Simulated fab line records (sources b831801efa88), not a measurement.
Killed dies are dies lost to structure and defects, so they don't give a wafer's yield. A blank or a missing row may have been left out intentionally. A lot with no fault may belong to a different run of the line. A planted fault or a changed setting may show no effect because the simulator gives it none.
Which tool is to blame? | flow sky130 | 39 wafers from 13 lots sampled at 5 of the route's 708 steps

## WHAT THE GAUGES READ, wafer by wafer
SKY_VT_ADJUST_LVTN_OVL_MEAS_07.
lot  | measured     | on         | VT_ADJUST_LVTN_OVL (nm)
L497 | day 6 23:34  | overlay-01 | -1.6 -2.7 -1.9
L498 | day 7 10:09  | overlay-01 | 1.5 1.8 1.2
L499 | day 7 18:39  | overlay-01 | 1.8 3.2 1.3
L501 | day 8 04:18  | overlay-01 | -1.3 -2.4 -1.7
L502 | day 8 13:13  | overlay-02 | -2.3 -2.0 -3.1
L503 | day 8 16:51  | overlay-02 | -0.1 0.8 -0.5
L504 | day 8 22:27  | overlay-02 | -0.1 0.6 -0.3
L512 | day 11 01:23 | overlay-01 | 0.2 1.5 1.7
L513 | day 11 09:00 | overlay-01 | 0.2 -0.6 0.7
L515 | day 11 18:39 | overlay-01 | -1.7 0.0 0.7
L517 | day 12 11:37 | overlay-01 | 0.1 -0.4 0.8
L519 | day 12 22:49 | overlay-01 | 1.4 0.8 -1.6
L520 | day 13 04:47 | overlay-02 | 0.2 1.3 -0.1

SKY_VT_ADJUST_LVTN_TW_MEAS_21.
lot  | measured     | on           | VT_ADJUST_LVTN_2_TW
L497 | day 7 21:05  | filmMetro-02 | 186.5 187.5 186.3
L498 | day 8 07:05  | filmMetro-01 | 190.7 190.5 191.0
L499 | day 8 16:17  | filmMetro-04 | 188.6 187.3 187.3
L501 | day 9 01:20  | filmMetro-01 | 189.7 189.1 189.2
L502 | day 9 10:45  | filmMetro-02 | 187.9 188.1 187.0
L503 | day 9 15:05  | filmMetro-04 | 189.2 188.6 189.3
L504 | day 9 20:48  | filmMetro-04 | 188.2 189.2 188.7
L512 | day 12 00:44 | filmMetro-02 | 189.8 189.8 189.4
L513 | day 12 08:36 | filmMetro-01 | 189.5 190.7 190.0
L515 | day 12 19:18 | filmMetro-02 | 189.5 189.2 189.6
L517 | day 13 12:26 | filmMetro-04 | 189.2 189.1 189.4
L519 | day 14 00:47 | filmMetro-04 | 189.6 188.5 189.9
L520 | day 14 07:14 | filmMetro-01 | 189.7 190.2 190.3

SKY_VT_ADJUST_HVTR_TW_MEAS_11.
lot  | measured     | on           | VT_ADJUST_HVTR_TW
L497 | day 9 16:31  | filmMetro-03 | 210.6 210.8 212.2
L498 | day 10 03:34 | filmMetro-03 | 212.5 212.2 211.3
L499 | day 10 13:24 | filmMetro-03 | 212.3 212.5 211.4
L501 | day 10 22:37 | filmMetro-01 | 213.8 214.2 214.4
L502 | day 11 10:04 | filmMetro-03 | 211.0 210.0 210.5
L503 | day 11 13:07 | filmMetro-04 | 212.9 211.1 211.8
L504 | day 11 19:43 | filmMetro-03 | 210.2 210.6 209.9
L512 | day 14 03:06 | filmMetro-04 | 213.7 213.6 212.7
L513 | day 14 11:58 | filmMetro-03 | 209.4 210.1 210.2
L515 | day 14 22:58 | filmMetro-01 | 213.1 213.3 213.9
L517 | day 15 16:58 | filmMetro-04 | 210.6 212.3 211.4
L519 | day 16 05:51 | filmMetro-03 | 210.1 212.0 210.8
L520 | day 16 13:54 | filmMetro-04 | 212.1 212.6 212.2

SKY_VT_ADJUST_PCH_TW_MEAS_10.
lot  | measured     | on           | VT_ADJUST_PCH_TW
L497 | day 10 15:57 | filmMetro-03 | 143.5 143.2 143.2
L498 | day 11 02:20 | filmMetro-03 | 142.1 142.7 142.7
L499 | day 11 12:29 | filmMetro-02 | 143.2 143.2 143.8
L501 | day 11 22:20 | filmMetro-04 | 143.9 143.4 143.3
L502 | day 12 10:33 | filmMetro-02 | 144.4 143.6 143.2
L503 | day 12 13:26 | filmMetro-02 | 83.3 83.3 82.8
L504 | day 12 20:02 | filmMetro-04 | 83.4 84.1 82.9
L512 | day 15 05:14 | filmMetro-03 | 143.0 143.3 142.6
L513 | day 15 14:02 | filmMetro-04 | 143.4 143.7 143.4
L515 | day 16 02:15 | filmMetro-02 | 142.5 142.2 142.1
L517 | day 16 22:05 | filmMetro-02 | 142.0 142.3 142.6
L519 | day 17 09:59 | filmMetro-04 | 142.2 142.7 143.5
L520 | day 17 19:29 | filmMetro-03 | 142.1 141.4 141.9

## EACH LOT AND THE TOOL THAT RAN IT (in order: tool; ch and the chambers of the sampled wafers; start)
lot  | SKY_VT_ADJUST_PCH_IMPLANT_08
L497 | implanter-01 ch 0, day 10 15:43
L498 | implanter-02 ch 0, day 11 02:05
L499 | implanter-01 ch 0, day 11 12:14
L501 | implanter-02 ch 0, day 11 22:07
L502 | implanter-03 ch 0, day 12 10:20
L503 | implanter-03 ch 0, day 12 13:11
L504 | implanter-03 ch 0, day 12 19:49
L512 | implanter-01 ch 0, day 15 04:59
L513 | implanter-02 ch 0, day 15 13:48
L515 | implanter-02 ch 0, day 16 02:01
L517 | implanter-02 ch 0, day 16 21:50
L519 | implanter-01 ch 0, day 17 09:44
L520 | implanter-03 ch 0, day 17 19:14
- SKY_VT_ADJUST_PCH_IMPLANT_08

## WHAT THE TOOLS THEMSELVES READ (means of the sampled wafers that have a number; where no wafer has one, the mark that the record gives instead)
SKY_VT_ADJUST_PCH_IMPLANT_08.
lot  | tool         | doseIonsCm2 | faradayCurrentUA
L497 | implanter-01 | 4.999e+11   | 2.82
L498 | implanter-02 | 4.995e+11   | 2.80
L499 | implanter-01 | 4.998e+11   | 2.81
L501 | implanter-02 | 5.007e+11   | 2.83
L502 | implanter-03 | 4.999e+11   | 2.85
L503 | implanter-03 | 4.933e+10   | 0.28
L504 | implanter-03 | 4.943e+10   | 0.28
L512 | implanter-01 | 5.005e+11   | 2.79
L513 | implanter-02 | 4.997e+11   | 2.84
L515 | implanter-02 | 4.995e+11   | 2.86
L517 | implanter-02 | 5.001e+11   | 2.78
L519 | implanter-01 | 5.002e+11   | 2.84
L520 | implanter-03 | 5.000e+11   | 2.78

## THE ANSWER, worked out from the rows above alone
Rule: usual is defined by the lots themselves. The widest of any qualifying gaps counts: lots, ordered by their means at a reading, are off when they make up no more than a third of the lots, leave a main group of 4 or more, and stand apart from it by 3 or more times the standard deviation of that group's means. Not used: any main group whose means are identical at the precision the tables above print for the reading. A lot without any number at a reading at which 4 lots or more have one is off too. Any other lot the step has rows for is counted as sound. First the gauges in route order, then the tools' own readings, where a lot's mean is used as printed above. At the first step where some lot is off, the reading lying furthest off is the one used; lots without a number count as furthest.
Off: L503, L504, at SKY_VT_ADJUST_PCH_TW_MEAS_10 (VT_ADJUST_PCH_TW). The main group has a mean of 142.9 with a standard deviation of 0.6.
If a tool, at a process step before that reading, ran all the lots that are off and no sound lot after the first of them, it fits. The gauges at SKY_VT_ADJUST_PCH_TW_MEAS_10 aren't tried: what is off there is off at SKY_VT_ADJUST_PCH_IMPLANT_08 too, on other tools, and a gauge's error can't cause that. Not one of the candidates tried fits.

## WHAT HAD BEEN PUT IN BY THE SIMULATOR
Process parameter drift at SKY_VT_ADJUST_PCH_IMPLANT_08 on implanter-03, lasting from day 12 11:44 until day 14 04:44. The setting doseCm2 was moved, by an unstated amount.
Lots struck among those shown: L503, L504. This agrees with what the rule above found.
